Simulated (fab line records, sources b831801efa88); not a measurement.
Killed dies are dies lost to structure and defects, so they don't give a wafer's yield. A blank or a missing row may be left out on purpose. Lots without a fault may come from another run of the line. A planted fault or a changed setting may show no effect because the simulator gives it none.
Which tool did it? | flow gf180mcu | 24 lots, 72 wafers sampled, at 2 steps of a route of 602

WHAT THE GAUGES READ, wafer by wafer
GF_V3_OVL_MEAS_15. Usual: V3_OVL 4 nm, standard deviation 4.4.
lot  | measured     | on         | V3_OVL (nm) | flag
L074 | day 21 21:29 | overlay-01 | 2 11 3      |
L075 | day 22 09:03 | overlay-02 | 5 4 5       |
L076 | day 23 21:45 | overlay-01 | 4 -4 8      |
L077 | day 24 02:24 | overlay-01 | 9 7 9       |
L079 | day 24 02:37 | overlay-02 | 2 6 4       |
L078 | day 24 03:42 | overlay-02 | 1 1 -1      |
L080 | day 24 11:28 | overlay-01 | -1 4 7      |
L081 | day 25 00:19 | overlay-02 | 0 -6 0      |
L082 | day 25 05:09 | overlay-02 | 9 -3 0      |
L083 | day 25 18:34 | overlay-02 | -1 3 5      |
L084 | day 26 04:34 | overlay-01 | 13 11 8     |
L085 | day 26 10:31 | overlay-01 | 5 8 3       |
L086 | day 26 11:06 | overlay-01 | -2 1 6      |
L087 | day 26 20:20 | overlay-01 | -2 -7 3     |
L088 | day 27 09:52 | overlay-02 | 12 9 1      |
L089 | day 27 12:23 | overlay-02 | 2 0 1       |
L090 | day 27 22:12 | overlay-02 | 9 3 -1      |
L091 | day 28 00:50 | overlay-01 | 1 -3 -1     |
L092 | day 28 09:01 | overlay-02 | 8 10 9      |
L093 | day 28 15:59 | overlay-02 | -5 -7 -4    |
L094 | day 28 22:44 | overlay-02 | -1 11 7     |
L095 | day 29 02:13 | overlay-02 | 8 1 6       |
L096 | day 29 09:45 | overlay-01 | 5 8 -2      |
L097 | day 29 17:31 | overlay-01 | 5 5 5       |

GF_M5_OVL_MEAS_08. Usual: M5_OVL 1 nm, standard deviation 5.8.
lot  | measured     | on         | M5_OVL (nm) | flag
L074 | day 25 20:27 | overlay-02 | 2 2 5       |
L075 | day 26 06:26 | overlay-02 | 4 6 8       |
L076 | day 27 14:33 | overlay-02 | 10 6 3      |
L077 | day 27 18:30 | overlay-02 | -9 -5 -5    |
L079 | day 27 19:16 | overlay-02 | -8 -1 -7    |
L078 | day 27 21:07 | overlay-02 | 5 8 4       |
L080 | day 28 01:52 | overlay-02 | -4 -7 -8    |
L081 | day 28 15:38 | overlay-02 | -7 -4 2     |
L082 | day 28 19:06 | overlay-02 | 1 4 4       |
L083 | day 29 08:03 | overlay-01 | 5 3 13      |
L084 | day 29 16:08 | overlay-02 | -1 1 -4     |
L085 | day 29 21:01 | overlay-01 | -4 2 -3     |
L086 | day 29 21:23 | overlay-02 | -2 4 -2     |
L087 | day 30 06:42 | overlay-02 | -5 -11 -5   |
L088 | day 30 18:01 | overlay-01 | -8 4 7      |
L089 | day 30 21:57 | overlay-02 | 5 4 -5      |
L090 | day 31 06:05 | overlay-02 | 8 9 7       |
L091 | day 31 08:39 | overlay-01 | 0 -3 -7     |
L092 | day 31 16:25 | overlay-01 | 8 -5 4      |
L093 | day 31 22:20 | overlay-02 | 3 -3 5      |
L094 | day 32 04:20 | overlay-01 | 3 1 13      |
L095 | day 32 07:46 | overlay-01 | 2 0 3       |
L096 | day 32 13:40 | overlay-01 | 13 11 14    |
L097 | day 32 21:23 | overlay-02 | 8 2 -5      |

WHICH TOOL RAN EACH LOT (tool, then ch and the chambers of the sampled wafers, then the start)
The record holds no process step before these readings.

WHAT THE TOOLS THEMSELVES READ (means of the sampled wafers that have a number; where no wafer has one, the mark that the record gives instead)
The record holds no such reading with a usual standard deviation.

THE ANSWER, worked out from the rows above alone
Rule: a lot is off if the mean of its wafers that have a number lies more than 3 standard deviations from the usual mean. A lot without any number at a reading at which 4 lots or more have one is off too. The other lots that the step has rows for count as sound. The gauges are gone through in route order, then the tools' own readings, and for those a lot's mean is taken as printed above. The first step at which some lot is off is used, and at that step the reading that is off furthest; a lot without a number counts as furthest.
No lot is off at any reading shown: from this, nothing can be told.

WHAT THE SIMULATOR HAD PUT IN
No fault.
